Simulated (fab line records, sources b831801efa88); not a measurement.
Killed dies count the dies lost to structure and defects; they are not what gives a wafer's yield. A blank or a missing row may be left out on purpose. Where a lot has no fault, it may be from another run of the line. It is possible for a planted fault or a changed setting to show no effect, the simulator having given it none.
fab line records | flow sky130
[record] lots = 12 | wafers = 36 | last-day = 50
route steps=708 shown POLY_GATE@232 LDD_P@264 LI_CONTACT@383 LOCAL_INTERCONNECT@399
lots that met no fault: from a run of the same line without faults
start-h: the number of hours between the record's first day and the start of the first shown wafer of the lot | wait-h: hours from the lot's prior step to this one | " same as the row above | L1.1+2: one row covering several wafers at once | - either no value or no given start | * or withheld: withheld | < > ~ a bound
route shown NAME@n: a module of which the file shows steps, and the number in the route of the first | usual: mean and standard deviation over wafers with no fault | same: alike in all rows | chamber/n: place in a boat | sites: readings site by site | _std_site: the values' standard deviation | _edge_site: the outer-site mean with the inner-site mean subtracted | radius-mm: how far each site lies from the wafer's centre | mask NAME#n: copy n | behind: the last tool/chamber to shape the wafer | hold: why the lot went on hold/how many hours it stayed there/how the hold came to an end | device: whichever transistor did not switch (one of n, p or np) | end of line: tests of these same wafers at the route's end | where a step has no rows: the recipe by itself | killed: the dies lost at the first sort to structure and to defects; this is not the yield of the wafer | map: a wafer's dies, x killed, . not, _ none there
set.NAME: the run value of the setting; set.NAME@STEP: its run value at that earlier step | model.NAME: the simulator's own value behind a step, which no gauge read
the route's steps for a sample of lots (tables are steps, rows are wafers)
services: from which hour (start-h, from the record's first day; less than 0 if before it) a tool's chamber was out of use, for how many hours, and why
[[steps]]
[step SKY_POLY_GATE_STRIP_18]
[recipe] chemistry = O2/N2 | power-w = 1400 | pressure-mtorr = 1500 | platen-temp-c = withheld | o2-flow-sccm = 3000 | n2-flow-sccm = 300 | overash-fraction = 0.5
[usual] drypump-motor-current-A = 5.5/0.31 | oes-product-au = 0.362/0.0045 | strip-time-to-endpoint-s = 3.17/0.031
lot.wafer | tool            | chamber | start-h | wait-h | drypump-motor-current-A | oes-product-au | rf-hours-counter-h | strip-time-to-endpoint-s
L708.2    | plasma-asher-02 | 0       | 363.50  | 0.0    | 5.3                     | 0.359          | 24                 | 3.17
L708.3    | "               | 1       | "       | "      | 6.2                     | 0.363          | -                  | 3.14
L708.6    | "               | 1       | "       | "      | 6.2                     | 0.349          | -                  | 3.17
L712.1    | plasma-asher-02 | 1       | 402.40  | 0.0    | 6.1                     | 0.359          | 27                 | 3.17
L712.2    | "               | 0       | "       | "      | 5.3                     | 0.358          | 27                 | 3.22
L712.3    | "               | 0       | "       | "      | 5.2                     | 0.364          | -                  | 3.14
L713.4    | plasma-asher-01 | 1       | 414.37  | 0.1    | 5.5                     | 0.364          | -                  | 3.13
L713.5    | "               | 0       | "       | "      | 5.3                     | 0.360          | -                  | 3.16
L713.6    | "               | 1       | "       | "      | 5.5                     | 0.366          | -                  | 3.24
L715.3    | plasma-asher-03 | 1       | 426.10  | 0.1    | 5.3                     | 0.371          | -                  | 3.17
L715.4    | "               | 0       | "       | "      | 5.7                     | 0.357          | -                  | 3.13
L715.5    | "               | 0       | "       | "      | 5.7                     | 0.361          | -                  | 3.11
L720.3    | plasma-asher-03 | 1       | 479.84  | 0.1    | 5.3                     | 0.358          | -                  | 3.15
L720.5    | "               | 0       | "       | "      | 5.7                     | 0.361          | -                  | 3.10
L720.6    | "               | 1       | "       | "      | 5.3                     | 0.362          | -                  | 3.12
L721.3    | plasma-asher-02 | 0       | 488.37  | 0.1    | 5.3                     | 0.362          | -                  | 3.20
L721.5    | "               | 0       | "       | "      | 5.2                     | 0.368          | -                  | 3.18
L721.6    | "               | 1       | "       | "      | 6.2                     | 0.368          | -                  | 3.22
L722.1    | plasma-asher-03 | 0       | 493.37  | 0.0    | 5.7                     | 0.362          | 79                 | 3.17
L722.2    | "               | 1       | "       | "      | 5.3                     | 0.360          | 79                 | 3.16
L722.3    | "               | 0       | "       | "      | 5.7                     | 0.358          | -                  | 3.22
L723.1    | plasma-asher-03 | 0       | 499.77  | 0.0    | 5.7                     | 0.368          | 79                 | 3.20
L723.5    | "               | 1       | "       | "      | 5.3                     | 0.356          | -                  | 3.11
L723.6    | "               | 0       | "       | "      | 5.7                     | 0.359          | -                  | 3.18
L724.2    | plasma-asher-03 | 0       | 511.99  | 0.0    | 5.8                     | 0.366          | 81                 | 3.23
L724.3    | "               | 0       | "       | "      | 5.8                     | 0.363          | -                  | 3.19
L724.4    | "               | 1       | "       | "      | 5.3                     | 0.353          | -                  | 3.14
L727.1    | plasma-asher-03 | 1       | 532.47  | 0.0    | 5.3                     | 0.364          | 83                 | 3.15
L727.2    | "               | 0       | "       | "      | 5.8                     | 0.362          | 83                 | 3.17
L727.3    | "               | 0       | "       | "      | 5.7                     | 0.363          | -                  | 3.18
L728.4    | plasma-asher-03 | 0       | 545.44  | 0.0    | 5.7                     | 0.360          | -                  | 3.16
L728.5    | "               | 1       | "       | "      | 5.2                     | 0.366          | -                  | 3.19
L728.6    | "               | 0       | "       | "      | 5.7                     | 0.357          | -                  | 3.19
L729.3    | plasma-asher-02 | 0       | 550.39  | 0.1    | 5.3                     | 0.363          | -                  | 3.22
L729.5    | "               | 0       | "       | "      | 5.2                     | 0.361          | -                  | 3.22
L729.6    | "               | 1       | "       | "      | 6.1                     | 0.360          | -                  | 3.16
[step SKY_LDD_P_IMPLANT_09]
[recipe] species = BF2 | energy-kev = 25 | dose-cm2 = 1e+13 | tilt-deg = withheld
[usual] beam-energy-keV = 24.997/0.0081 | dose-ions-cm2 = 1e+13/1e+10 | faraday-current-uA = 56.5/1
lot.wafer | tool         | chamber | start-h | wait-h | beam-energy-keV | dose-ions-cm2 | faraday-current-uA
L708.2    | implanter-01 | 0       | 425.51  | 0.0    | 25.001          | 9.994e+12     | 56.4
L708.3    | "            | 0       | "       | "      | 24.997          | 9.987e+12     | 56.8
L708.6    | "            | 0       | "       | "      | 25.009          | 9.991e+12     | 55.6
L712.1    | implanter-01 | 0       | 466.40  | 0.0    | 25.001          | 9.993e+12     | 56.9
L712.2    | "            | 0       | "       | "      | 24.998          | 9.992e+12     | 56.0
L712.3    | "            | 0       | "       | "      | 25.005          | 9.992e+12     | 57.6
L713.4    | implanter-02 | 0       | 479.26  | 0.1    | 25.011          | 1.0006e+13    | 56.8
L713.5    | "            | 0       | "       | "      | 24.992          | 9.997e+12     | 55.6
L713.6    | "            | 0       | "       | "      | 25.005          | 9.994e+12     | 58.4
L715.3    | implanter-04 | 0       | 492.60  | 0.1    | 24.997          | 1e+13         | 56.1
L715.4    | "            | 0       | "       | "      | 24.991          | 9.991e+12     | 57.1
L715.5    | "            | 0       | "       | "      | 25.001          | 9.985e+12     | 57.4
L720.3    | implanter-02 | 0       | 542.45  | 0.1    | 24.984          | 1.0005e+13    | 58.3
L720.5    | "            | 0       | "       | "      | 24.983          | 1.0008e+13    | 55.1
L720.6    | "            | 0       | "       | "      | 24.996          | 1.0002e+13    | 55.9
L721.3    | implanter-01 | 0       | 551.00  | 0.1    | 25.000          | 7.923e+12     | 45.8
L721.5    | "            | 0       | "       | "      | 24.996          | 7.931e+12     | 44.3
L721.6    | "            | 0       | "       | "      | 24.984          | 7.925e+12     | 43.7
L722.1    | implanter-01 | 0       | 557.08  | 0.0    | 24.995          | 7.95e+12      | 44.9
L722.2    | "            | 0       | "       | "      | 24.994          | 7.936e+12     | 44.4
L722.3    | "            | 0       | "       | "      | 24.985          | 7.937e+12     | 43.9
L723.1    | implanter-02 | 0       | 563.15  | 0.0    | 25.003          | 1.0002e+13    | 56.9
L723.5    | "            | 0       | "       | "      | 25.013          | 1.001e+13     | 56.5
L723.6    | "            | 0       | "       | "      | 25.016          | 1.0011e+13    | 56.6
L724.2    | implanter-02 | 0       | 574.22  | 0.0    | 24.993          | 1.0016e+13    | 58.3
L724.3    | "            | 0       | "       | "      | 25.007          | 9.995e+12     | 56.0
L724.4    | "            | 0       | "       | "      | 25.000          | 1.001e+13     | 55.6
L727.1    | implanter-04 | 0       | 594.75  | 0.0    | 24.997          | 1.0006e+13    | 55.6
L727.2    | "            | 0       | "       | "      | 24.981          | 1.0012e+13    | 56.4
L727.3    | "            | 0       | "       | "      | 24.987          | 1.0017e+13    | 56.0
L728.4    | implanter-02 | 0       | 607.86  | 0.1    | 24.993          | 1.0019e+13    | 57.7
L728.5    | "            | 0       | "       | "      | 24.989          | 1.0004e+13    | 56.0
L728.6    | "            | 0       | "       | "      | 25.009          | 1.0005e+13    | 55.8
L729.3    | implanter-02 | 0       | 610.50  | 0.1    | 24.995          | 9.987e+12     | 56.6
L729.5    | "            | 0       | "       | "      | 24.982          | 9.992e+12     | 56.1
L729.6    | "            | 0       | "       | "      | 24.997          | 9.989e+12     | 57.0
[step SKY_LDD_P_TW_MEAS_11]
[usual] LDD_P_TW = 634/3.9
lot.wafer | tool          | chamber | start-h | wait-h | LDD_P_TW
L708.2    | film-metro-03 | -       | 425.74  | 0.1    | 634
L708.3    | "             | -       | "       | "      | 638
L708.6    | "             | -       | "       | "      | 639
L712.1    | film-metro-03 | -       | 466.65  | 0.1    | 637
L712.2    | "             | -       | "       | "      | 632
L712.3    | "             | -       | "       | "      | 638
L713.4    | film-metro-02 | -       | 479.46  | 0.1    | 638
L713.5    | "             | -       | "       | "      | 638
L713.6    | "             | -       | "       | "      | 638
L715.3    | film-metro-03 | -       | 492.82  | 0.1    | 636
L715.4    | "             | -       | "       | "      | 633
L715.5    | "             | -       | "       | "      | 630
L720.3    | film-metro-03 | -       | 542.67  | 0.1    | 629
L720.5    | "             | -       | "       | "      | 628
L720.6    | "             | -       | "       | "      | 628
L721.3    | film-metro-03 | -       | 551.22  | 0.1    | 581
L721.5    | "             | -       | "       | "      | 584
L721.6    | "             | -       | "       | "      | 583
L722.1    | film-metro-04 | -       | 557.33  | 0.1    | 586
L722.2    | "             | -       | "       | "      | 590
L722.3    | "             | -       | "       | "      | 586
L723.1    | film-metro-02 | -       | 563.40  | 0.1    | 644
L723.5    | "             | -       | "       | "      | 644
L723.6    | "             | -       | "       | "      | 641
L724.2    | film-metro-04 | -       | 574.46  | 0.1    | 636
L724.3    | "             | -       | "       | "      | 631
L724.4    | "             | -       | "       | "      | 631
L727.1    | film-metro-03 | -       | 595.00  | 0.1    | 627
L727.2    | "             | -       | "       | "      | 628
L727.3    | "             | -       | "       | "      | 627
L728.4    | film-metro-02 | -       | 608.06  | 0.1    | 638
L728.5    | "             | -       | "       | "      | 641
L728.6    | "             | -       | "       | "      | 637
L729.3    | film-metro-02 | -       | 610.72  | 0.1    | 637
L729.5    | "             | -       | "       | "      | 636
L729.6    | "             | -       | "       | "      | 637
[step SKY_LI_CONTACT_CVD_21]
[recipe] material = W | target-thk-nm = 400 | time-s = 120.56 | temp-c = 400 | pressure-torr = 40
[usual] heater-power-w = 908/55
lot.wafer | tool     | chamber | start-h | wait-h | heater-power-w | since-wet-clean-h
L708.2    | cvd-w-02 | 0       | 670.14  | 0.0    | 917            | 766
L708.3    | "        | 0       | "       | "      | 937            | -
L708.6    | "        | 0       | "       | "      | 975            | -
L712.1    | cvd-w-01 | 1       | 711.74  | 0.0    | 1021           | 308
L712.2    | "        | 0       | "       | "      | 865            | 308
L712.3    | "        | 1       | "       | "      | 1002           | -
L713.4    | cvd-w-02 | 0       | 717.30  | 0.1    | 939            | -
L713.5    | "        | 1       | "       | "      | 861            | -
L713.6    | "        | 0       | "       | "      | 933            | -
L715.3    | cvd-w-02 | 1       | 729.63  | 0.1    | 866            | -
L715.4    | "        | 1       | "       | "      | 871            | -
L715.5    | "        | 1       | "       | "      | 877            | -
L720.3    | cvd-w-01 | 1       | 775.39  | 0.1    | 1001           | -
L720.5    | "        | 1       | "       | "      | 1046           | -
L720.6    | "        | 0       | "       | "      | 841            | -
L721.3    | cvd-w-01 | 0       | 782.00  | 0.1    | 870            | -
L721.5    | "        | 1       | "       | "      | 1002           | -
L721.6    | "        | 0       | "       | "      | 845            | -
L722.1    | cvd-w-01 | 1       | 787.41  | 0.0    | 1007           | 383
L722.2    | "        | 0       | "       | "      | 847            | 383
L722.3    | "        | 0       | "       | "      | 841            | -
L723.1    | cvd-w-02 | 1       | 793.76  | 0.0    | 882            | 890
L723.5    | "        | 1       | "       | "      | 854            | -
L723.6    | "        | 0       | "       | "      | 938            | -
L724.2    | cvd-w-02 | 1       | 806.54  | 0.3    | 884            | -
L724.3    | "        | 1       | "       | "      | 860            | -
L724.4    | "        | 1       | "       | "      | 854            | -
L727.1    | cvd-w-02 | 0       | 822.74  | 0.0    | 930            | 919
L727.2    | "        | 1       | "       | "      | 867            | 919
L727.3    | "        | 1       | "       | "      | 891            | -
L728.4    | cvd-w-02 | 1       | 834.20  | 0.1    | 857            | -
L728.5    | "        | 0       | "       | "      | 940            | -
L728.6    | "        | 1       | "       | "      | 868            | -
L729.3    | cvd-w-02 | 0       | 836.16  | 0.1    | 958            | -
L729.5    | "        | 0       | "       | "      | 930            | -
L729.6    | "        | 1       | "       | "      | 865            | -
[step SKY_LOCAL_INTERCONNECT_OVL_MEAS_12]
[usual] LOCAL_INTERCONNECT_OVL = -3/5.6
lot.wafer | tool       | chamber | start-h | wait-h | LOCAL_INTERCONNECT_OVL[nm]
L708.2    | overlay-02 | -       | 698.92  | 0.1    | -6
L708.3    | "          | -       | "       | "      | 1
L708.6    | "          | -       | "       | "      | -6
L712.1    | overlay-02 | -       | 739.81  | 0.1    | 5
L712.2    | "          | -       | "       | "      | -1
L712.3    | "          | -       | "       | "      | 0
L713.4    | overlay-02 | -       | 746.18  | 0.1    | -8
L713.5    | "          | -       | "       | "      | -14
L713.6    | "          | -       | "       | "      | -11
L715.3    | overlay-02 | -       | 757.79  | 0.1    | -4
L715.4    | "          | -       | "       | "      | -13
L715.5    | "          | -       | "       | "      | -5
L720.3    | overlay-02 | -       | 802.67  | 0.1    | 1
L720.5    | "          | -       | "       | "      | -1
L720.6    | "          | -       | "       | "      | 3
L721.3    | overlay-01 | -       | 808.63  | 0.1    | 6
L721.5    | "          | -       | "       | "      | -1
L721.6    | "          | -       | "       | "      | 1
L722.1    | overlay-02 | -       | 815.08  | 0.1    | -2
L722.2    | "          | -       | "       | "      | -1
L722.3    | "          | -       | "       | "      | -3
L723.1    | overlay-01 | -       | 820.66  | 0.1    | -5
L723.5    | "          | -       | "       | "      | -11
L723.6    | "          | -       | "       | "      | 0
L724.2    | overlay-02 | -       | 834.37  | 0.1    | -4
L724.3    | "          | -       | "       | "      | 1
L724.4    | "          | -       | "       | "      | -5
L727.1    | overlay-01 | -       | 849.11  | 0.1    | -9
L727.2    | "          | -       | "       | "      | -5
L727.3    | "          | -       | "       | "      | -9
L728.4    | overlay-02 | -       | 861.28  | 0.1    | -14
L728.5    | "          | -       | "       | "      | -13
L728.6    | "          | -       | "       | "      | -10
L729.3    | overlay-02 | -       | 863.59  | 0.1    | -3
L729.5    | "          | -       | "       | "      | -1
L729.6    | "          | -       | "       | "      | -4
[[services]]
tool            | chamber | start-h | hours | kind
implanter-02    | -       | 381.26  | 1.4   | repair
cvd-w-01        | -       | 390.00  | 14.0  | pm
cvd-w-01        | -       | 419.03  | 0.8   | repair
implanter-01    | -       | 438.62  | 0.9   | repair
plasma-asher-03 | -       | 475.07  | 0.9   | repair
cvd-w-02        | 0       | 479.83  | 3.9   | repair
cvd-w-02        | 1       | 497.68  | 2.8   | repair
plasma-asher-02 | -       | 503.82  | 15.6  | pm
implanter-01    | -       | 513.26  | 5.0   | pm
cvd-w-01        | -       | 555.83  | 1.6   | repair
implanter-01    | -       | 631.69  | 2.8   | repair
plasma-asher-02 | -       | 633.60  | 2.0   | repair
implanter-02    | -       | 634.70  | 2.3   | repair
implanter-01    | -       | 662.11  | 6.5   | repair
implanter-02    | -       | 682.36  | 2.1   | pm
cvd-w-02        | 0       | 723.04  | 8.1   | repair
plasma-asher-03 | -       | 726.33  | 2.0   | repair
plasma-asher-03 | -       | 733.75  | 9.0   | pm
plasma-asher-03 | -       | 765.52  | 0.5   | repair
cvd-w-02        | 0       | 776.55  | 2.5   | repair
cvd-w-02        | -       | 781.77  | 6.9   | pm
cvd-w-02        | 0       | 801.81  | 11.4  | repair
implanter-02    | -       | 811.22  | 1.0   | repair
cvd-w-02        | -       | 813.32  | 5.5   | repair
[[key]]
[first-sign] step = SKY_LDD_P_IMPLANT_09 | reading = dose-ions-cm2 | direction = down | sigmas = 99+ | usual = * | struck = *
[effect] step = SKY_LDD_P_IMPLANT_09 | reading = faraday-current-uA | direction = down | sigmas = 12 | usual = 56.5 | struck = 44.5
[effect] step = SKY_LDD_P_TW_MEAS_11 | reading = LDD_P_TW | direction = down | sigmas = 13 | usual = 634 | struck = 585
met-at SKY_LDD_P_IMPLANT_09
struck-lots L721,L722
tester-left-out L721,L722
not-acting-at SKY_POLY_GATE_STRIP_18,SKY_LI_CONTACT_CVD_21,SKY_LOCAL_INTERCONNECT_OVL_MEAS_12
onset-between 466.40 551.00
[fault] kind = process-parameter-drift | tool = implanter-01 | chamber = - | onset-h = 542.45 | steps = SKY_LDD_P_IMPLANT_09 | channel = dose-cm2 | offset = * | shape = step | end-h = 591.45 | acts-in = * | stated = *
// tester-left-out: of these lots the tester's yield and bins aren't shown, on N5 and GAA mostly nor the transistor test; their killed dies are dies lost to structure and defects alone, not to doping, threshold or leakage, so they don't give the yield
